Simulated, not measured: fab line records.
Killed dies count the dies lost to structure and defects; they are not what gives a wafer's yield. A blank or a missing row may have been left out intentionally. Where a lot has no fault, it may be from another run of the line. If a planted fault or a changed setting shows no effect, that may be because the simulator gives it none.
Check for tools in common | flow sky130 | Lots sampled 12, wafers sampled 36

WHY IT WAS OPENED
2 of 12 lots carry a flag on the reading SD_N_RS at SKY_SD_N_RS_MEAS_16. Wafers without a fault read 68.57 ohm/sq, standard deviation 0.11.
Rule: a lot is flagged when every wafer of it that has a number lies more than 4 standard deviations from that mean, or none has a number. The other lots count as sound.

lot  | measured     | on           | SD_N_RS (ohm/sq), wafer by wafer | flag
L795 | day 29 00:30 | filmMetro-03 | 68.58 68.65 68.59                | 
L796 | day 29 01:40 | filmMetro-02 | 68.48 68.59 68.45                | 
L797 | day 29 03:34 | filmMetro-03 | 68.67 68.55 68.48                | 
L799 | day 31 03:55 | filmMetro-03 | 68.48 68.53 68.62                | 
L800 | day 31 04:12 | filmMetro-04 | 68.49 68.62 68.69                | 
L806 | day 31 18:04 | filmMetro-03 | 68.56 68.56 68.50                | 
L807 | day 31 19:00 | filmMetro-02 | 66.65 66.68 66.66                | FLAGGED
L809 | day 32 19:31 | filmMetro-03 | 66.85 66.72 66.83                | FLAGGED
L814 | day 34 14:05 | filmMetro-02 | 68.48 68.60 68.59                | 
L816 | day 35 02:31 | filmMetro-04 | 68.53 68.58 68.50                | 
L817 | day 35 07:04 | filmMetro-03 | 68.62 68.37 68.65                | 
L818 | day 35 13:25 | filmMetro-02 | 68.62 68.57 68.57                | 
Average over the flagged lots: 66.73 ohm/sq; offset from the usual -1.84 ohm/sq, equal to -17 standard deviations.

EACH LOT AND THE TOOL IT RAN ON
The record keeps 1 process step preceding the reading, out of 708 steps on the route. In each cell: the tool, then ch and the chambers that the sampled wafers went through, then the start.
lot  | flag    | SKY_SD_N_RTA_14
L795 |         | rtpAnneal-02 ch 0, day 29 00:19
L796 |         | rtpAnneal-01 ch 0, day 29 01:29
L797 |         | rtpAnneal-01 ch 0, day 29 03:22
L799 |         | rtpAnneal-02 ch 0, day 31 03:44
L800 |         | rtpAnneal-01 ch 0, day 31 04:02
L806 |         | rtpAnneal-01 ch 0, day 31 17:53
L807 | FLAGGED | rtpAnneal-02 ch 0, day 31 18:48
L809 | FLAGGED | rtpAnneal-02 ch 0, day 32 19:20
L814 |         | rtpAnneal-01 ch 0, day 34 13:55
L816 |         | rtpAnneal-01 ch 0, day 35 02:20
L817 |         | rtpAnneal-02 ch 0, day 35 06:54
L818 |         | rtpAnneal-01 ch 0, day 35 13:14
These steps, and what they do:
- SKY_SD_N_RTA_14: time 2 s.
- SKY_SD_N_RS_MEAS_16: measures by four-point-probe.

FLAGGED AGAINST TOTAL, ONE TOOL AT A TIME (gauges that did the reading follow at the end)
step                | tool         | lots run | flagged | share of the flagged lots | sound lots run after its first flagged lot
SKY_SD_N_RTA_14     | rtpAnneal-01 | 7        | 0       | none                      | -
SKY_SD_N_RTA_14     | rtpAnneal-02 | 5        | 2       | all                       | 1 (L817)
SKY_SD_N_RS_MEAS_16 | filmMetro-02 | 4        | 1       | some                      | 2 (L814,L818)
SKY_SD_N_RS_MEAS_16 | filmMetro-03 | 6        | 1       | some                      | 1 (L817)
SKY_SD_N_RS_MEAS_16 | filmMetro-04 | 2        | 0       | none                      | -

WHAT THE TABLE PERMITS
All flagged lots share 1 row of the table, namely rtpAnneal-02 at SKY_SD_N_RTA_14.
- rtpAnneal-02 at SKY_SD_N_RTA_14: 2 of its 5 lots flagged. Lots that were sound ran on it after the first flagged one (L817); a persistent fault on the entire tool would not allow that. Its own readings lie more than 4 standard deviations out on every wafer of the flagged lots: wafer_temp_C_max.
There is no row in the table that ran each flagged lot and no sound lot after the first.

WHAT THE SIMULATOR HAD INSERTED
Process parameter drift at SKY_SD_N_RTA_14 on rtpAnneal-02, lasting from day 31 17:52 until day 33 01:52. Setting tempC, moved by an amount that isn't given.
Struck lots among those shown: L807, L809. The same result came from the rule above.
